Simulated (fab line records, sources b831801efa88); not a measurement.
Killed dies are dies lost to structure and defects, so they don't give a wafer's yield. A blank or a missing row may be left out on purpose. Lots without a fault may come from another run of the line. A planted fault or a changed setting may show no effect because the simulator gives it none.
Which tool did it? | flow gf180mcu | 14 lots, 42 wafers sampled, at 4 steps of a route of 602

WHAT THE GAUGES READ, wafer by wafer
GF_MIM_THK_MEAS_06. Usual: MIM_CVD_05_THK 42.0 nm, standard deviation 0.65.
lot  | measured     | on            | MIM_CVD_05_THK (nm) | flag
L269 | day 24 13:32 | film_metro-04 | 40.8 41.3 41.9      |
L271 | day 25 07:42 | film_metro-04 | 41.3 42.3 42.1      |
L272 | day 25 18:14 | film_metro-02 | 40.9 40.9 41.9      |
L274 | day 26 15:48 | film_metro-02 | 42.1 42.3 42.3      |
L275 | day 27 00:04 | film_metro-02 | 41.4 42.2 42.3      |
L277 | day 27 10:04 | film_metro-04 | 42.6 42.3 42.2      |
L279 | day 28 12:33 | film_metro-02 | 41.7 41.9 42.1      |
L280 | day 29 00:04 | film_metro-02 | 57.5 56.4 56.8      | OFF
L283 | day 29 14:55 | film_metro-02 | 56.3 56.1 55.9      | OFF
L284 | day 29 16:25 | film_metro-02 | 42.8 43.6 42.9      |
L286 | day 30 07:19 | film_metro-04 | 42.0 42.2 42.9      |
L288 | day 30 14:36 | film_metro-01 | 41.2 41.0 41.6      |
L289 | day 30 18:34 | film_metro-02 | 41.6 41.5 42.2      |
L291 | day 31 07:57 | film_metro-02 | 42.6 42.8 43.1      |

WHICH TOOL RAN EACH LOT (tool, then ch and the chambers of the sampled wafers, then the start)
lot  | GF_V3_SPUTTER_22             | GF_M4_SPUTTER_00             | GF_MIM_CVD_05
L269 | pvd_sputter-02, day 22 12:23 | pvd_sputter-03, day 22 13:01 | pecvd-04 ch 1,2, day 24 13:29
L271 | pvd_sputter-01, day 23 07:18 | pvd_sputter-02, day 23 07:56 | pecvd-01 ch 0,1, day 25 07:39
L272 | pvd_sputter-01, day 23 17:41 | pvd_sputter-03, day 23 18:19 | pecvd-01 ch 1,2, day 25 18:11
L274 | pvd_sputter-03, day 24 16:43 | pvd_sputter-04, day 24 17:21 | pecvd-04 ch 1,2, day 26 15:44
L275 | pvd_sputter-01, day 25 02:21 | pvd_sputter-04, day 25 02:59 | pecvd-04 ch 1,2, day 27 00:01
L277 | pvd_sputter-01, day 25 13:17 | pvd_sputter-04, day 25 13:55 | pecvd-04 ch 1,2, day 27 10:00
L279 | pvd_sputter-01, day 26 16:44 | pvd_sputter-03, day 26 17:22 | pecvd-01 ch 0,2, day 28 12:31
L280 | pvd_sputter-03, day 27 04:11 | pvd_sputter-03, day 27 04:49 | pecvd-01 ch 0,1,2, day 29 00:01
L283 | pvd_sputter-01, day 27 20:32 | pvd_sputter-03, day 27 21:10 | pecvd-01 ch 0,1,2, day 29 14:53
L284 | pvd_sputter-03, day 27 22:35 | pvd_sputter-04, day 27 23:13 | pecvd-03 ch 0,1, day 29 16:23
L286 | pvd_sputter-03, day 28 13:15 | pvd_sputter-04, day 28 13:53 | pecvd-03 ch 0,1, day 30 07:17
L288 | pvd_sputter-01, day 28 22:11 | pvd_sputter-04, day 28 22:49 | pecvd-04 ch 1,2, day 30 14:33
L289 | pvd_sputter-01, day 29 01:50 | pvd_sputter-03, day 29 02:30 | pecvd-04 ch 1,2, day 30 18:31
L291 | pvd_sputter-03, day 29 14:49 | pvd_sputter-03, day 29 15:27 | pecvd-03 ch 0,2, day 31 07:54
- GF_V3_SPUTTER_22: material TiN, target thk 10 nm, time 40 s.
- GF_M4_SPUTTER_00: material Ti, target thk 37.5 nm, time 150 s.
- GF_MIM_CVD_05: deposits Si3N4, target thk 42 nm, time 29.086 s.

WHAT THE TOOLS THEMSELVES READ (means of the sampled wafers that have a number; where no wafer has one, the mark that the record gives instead)
GF_V3_SPUTTER_22. Usual: cathode_dc_power_W 3999.9 W, standard deviation 0.77; throttle_valve_pct 29.9 %, standard deviation 1.3.
lot  | tool           | cathode_dc_power_W (W) | throttle_valve_pct (%) | flag
L269 | pvd_sputter-02 | 3999.7                 | 30.5                   |
L271 | pvd_sputter-01 | 3999.2                 | 31.0                   |
L272 | pvd_sputter-01 | 3998.3                 | 28.9                   |
L274 | pvd_sputter-03 | 4000.3                 | 29.5                   |
L275 | pvd_sputter-01 | 4000.5                 | 30.0                   |
L277 | pvd_sputter-01 | 3999.9                 | 29.2                   |
L279 | pvd_sputter-01 | 4000.2                 | 30.1                   |
L280 | pvd_sputter-03 | 4000.3                 | 30.5                   |
L283 | pvd_sputter-01 | 3999.8                 | 29.3                   |
L284 | pvd_sputter-03 | 3999.8                 | 29.3                   |
L286 | pvd_sputter-03 | 4000.0                 | 29.3                   |
L288 | pvd_sputter-01 | 3999.9                 | 30.4                   |
L289 | pvd_sputter-01 | 4000.0                 | 29.4                   |
L291 | pvd_sputter-03 | 3999.6                 | 30.5                   |

GF_M4_SPUTTER_00. Usual: cathode_dc_power_W 4000.1 W, standard deviation 0.69; throttle_valve_pct 30.0 %, standard deviation 1.2.
lot  | tool           | cathode_dc_power_W (W) | throttle_valve_pct (%) | flag
L269 | pvd_sputter-03 | 3999.6                 | 29.7                   |
L271 | pvd_sputter-02 | 3999.5                 | 31.5                   |
L272 | pvd_sputter-03 | 4000.0                 | 30.5                   |
L274 | pvd_sputter-04 | 4000.0                 | 29.8                   |
L275 | pvd_sputter-04 | 3999.6                 | 30.6                   |
L277 | pvd_sputter-04 | 4000.2                 | 30.5                   |
L279 | pvd_sputter-03 | 3999.9                 | 29.4                   |
L280 | pvd_sputter-03 | 4000.0                 | 28.7                   |
L283 | pvd_sputter-03 | 3999.8                 | 29.3                   |
L284 | pvd_sputter-04 | 4000.7                 | 30.4                   |
L286 | pvd_sputter-04 | 4000.2                 | 30.5                   |
L288 | pvd_sputter-04 | 3999.2                 | 30.2                   |
L289 | pvd_sputter-03 | 3999.7                 | 30.3                   |
L291 | pvd_sputter-03 | 3999.5                 | 30.2                   |

GF_MIM_CVD_05. Usual: heater_power_w 660 W, standard deviation 69; susceptor_temp_C 385.00 C, standard deviation 0.21.
lot  | tool     | heater_power_w (W) | susceptor_temp_C (C) | flag
L269 | pecvd-04 | 604                | 384.86               |
L271 | pecvd-01 | 682                | 385.04               |
L272 | pecvd-01 | 725                | 385.10               |
L274 | pecvd-04 | 590                | 385.27               |
L275 | pecvd-04 | 634                | 384.74               |
L277 | pecvd-04 | 611                | 385.18               |
L279 | pecvd-01 | 655                | 384.96               |
L280 | pecvd-01 | 692                | 385.13               |
L283 | pecvd-01 | 705                | 385.08               |
L284 | pecvd-03 | 695                | 385.06               |
L286 | pecvd-03 | 744                | 385.02               |
L288 | pecvd-04 | 586                | 385.01               |
L289 | pecvd-04 | 585                | 385.08               |
L291 | pecvd-03 | 638                | 385.00               |

THE ANSWER, worked out from the rows above alone
Rule: a lot is off if the mean of its wafers that have a number lies more than 3 standard deviations from the usual mean. A lot without any number at a reading at which 4 lots or more have one is off too. The other lots that the step has rows for count as sound. The gauges are gone through in route order, then the tools' own readings, and for those a lot's mean is taken as printed above. The first step at which some lot is off is used, and at that step the reading that is off furthest; a lot without a number counts as furthest.
Off: L280, L283, at GF_MIM_THK_MEAS_06 (MIM_CVD_05_THK).
A tool fits if, at a process step before that reading, it ran every lot that is off, and no sound lot after the first of them. The gauges at GF_MIM_THK_MEAS_06 are tried like those tools. One fits: pecvd-01 at GF_MIM_CVD_05. Its last sound lot is L279 (day 28 12:31), its first lot that is off L280 (day 29 00:01): a fault that began between those two fits.

WHAT THE SIMULATOR HAD PUT IN
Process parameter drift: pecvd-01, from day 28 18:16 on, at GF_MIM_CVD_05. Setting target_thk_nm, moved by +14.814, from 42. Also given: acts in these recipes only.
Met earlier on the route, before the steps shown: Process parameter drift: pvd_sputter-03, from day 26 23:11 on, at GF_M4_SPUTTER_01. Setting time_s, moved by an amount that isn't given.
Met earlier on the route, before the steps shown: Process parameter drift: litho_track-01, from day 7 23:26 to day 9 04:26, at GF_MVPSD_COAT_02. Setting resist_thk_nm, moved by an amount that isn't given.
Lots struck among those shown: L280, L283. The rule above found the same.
